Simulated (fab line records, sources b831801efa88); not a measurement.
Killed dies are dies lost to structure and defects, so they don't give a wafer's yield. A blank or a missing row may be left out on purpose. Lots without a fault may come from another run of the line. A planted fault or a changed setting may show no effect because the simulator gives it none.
Problem report in the 8D (eight disciplines) form, filled by code | flow gf180mcu | the parts of the form that need people (team, actions taken, sign-off) are left out

1. THE PROBLEM
CONTACT_W_RS at GF_CONTACT_RS_MEAS_25 reads a mean of 0.360 ohm/sq on 3 wafers of 3 lots; wafers without a fault read 0.383 ohm/sq with a standard deviation of 0.0035. That is -6.5 standard deviations from the usual mean.
The step: measures by four-point-probe.
First seen on wafer L459.2, day 19 05:04, on film_metro-04. The record holds 35 wafers of 12 lots with a number at this step. Rule for "out", or "out of limits": more than 4 standard deviations from the usual mean. The other wafers with a number count as sound.

2. WHAT IT IS AND WHAT IT IS NOT
question                    | is                     | is not
which readings at this step | CONTACT_W_RS           | -
which lots                  | L459, L460, L461       | L451, L452, L453, L454, L455, L458, L468, L470, L474
which wafers of those lots  | L459.2, L460.4, L461.4 | L459.1, L459.3, L460.3, L460.6, L461.3
read on which gauges        | film_metro-04          | film_metro-01, film_metro-03
when                        | from day 19 05:04      | up to then (20 sound wafers); but 12 sound wafers of L460, L461, L468, L470, L474 came after

3. SUSPECTS, AND WHAT RULES EACH OUT
Counting: a tool at a process step up to the reading stays a suspect if it ran every lot that is out. Sound lots after the first of them don't rule it out here, since some wafers of a struck lot are sound.
- the gauge at GF_CONTACT_RS_MEAS_25: kept. All the wafers that are out were read on film_metro-04, and no step on other tools shows them out.
- cvd_w-02 at GF_CONTACT_CVD_24 (deposits W, target thk 300 nm, time 90.339 s): kept. It ran every lot that is out, first L459 (day 19 04:58); its last sound lot up to then is L458 (day 18 14:43).
Left after counting: cvd_w-02 at GF_CONTACT_CVD_24, film_metro-04 at GF_CONTACT_RS_MEAS_25.

4. THE CAUSE (what the simulator had put in)
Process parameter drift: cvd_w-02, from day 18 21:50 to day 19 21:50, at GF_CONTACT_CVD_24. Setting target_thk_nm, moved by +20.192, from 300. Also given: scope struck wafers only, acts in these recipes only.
Counting left 2 suspects, and this tool is among them.

5. THE CHAIN OF EFFECTS, in route order
Each row: a reading whose mean over the struck wafers that have a number lies more than 3 standard deviations from the usual. Only readings for which the record gives a usual standard deviation are gone through. hours: the time from each lot's start at the first step in this table that gives one to its start at this step, as a median over the lots. sigmas: the change in usual standard deviations.
hours | step                   | reading       | usual        | on struck wafers | change | sigmas
0     | GF_CONTACT_RS_MEAS_25  | CONTACT_W_RS  | 0.383 ohm/sq | 0.360            | -0.023 | -6.5
3     | GF_CONTACT_THK_MEAS_26 | CONTACT_W_THK | 302 nm       | 323              | +21    | +5.9
Later measuring or inspecting steps at which every struck wafer that the step has a row for has a number for every such reading, and none has moved that far: GF_M1_THK_MEAS_06, GF_V1_OVL_MEAS_15.

6. WHAT WOULD HAVE CAUGHT IT SOONER
In this record the first reading out of limits at a measuring or inspecting step was taken at day 19 05:04, 7 hours after the fault began at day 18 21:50.
Of the tool readings at GF_CONTACT_CVD_24 for which the record gives a usual standard deviation, none was out on any struck wafer, so an alarm limit of 4 standard deviations on them would not have fired.
Of the lots that are out (3), L460, L461 began GF_CONTACT_CVD_24 on cvd_w-02 after day 19 05:04. A hold on the tool at that time would have spared those 2.
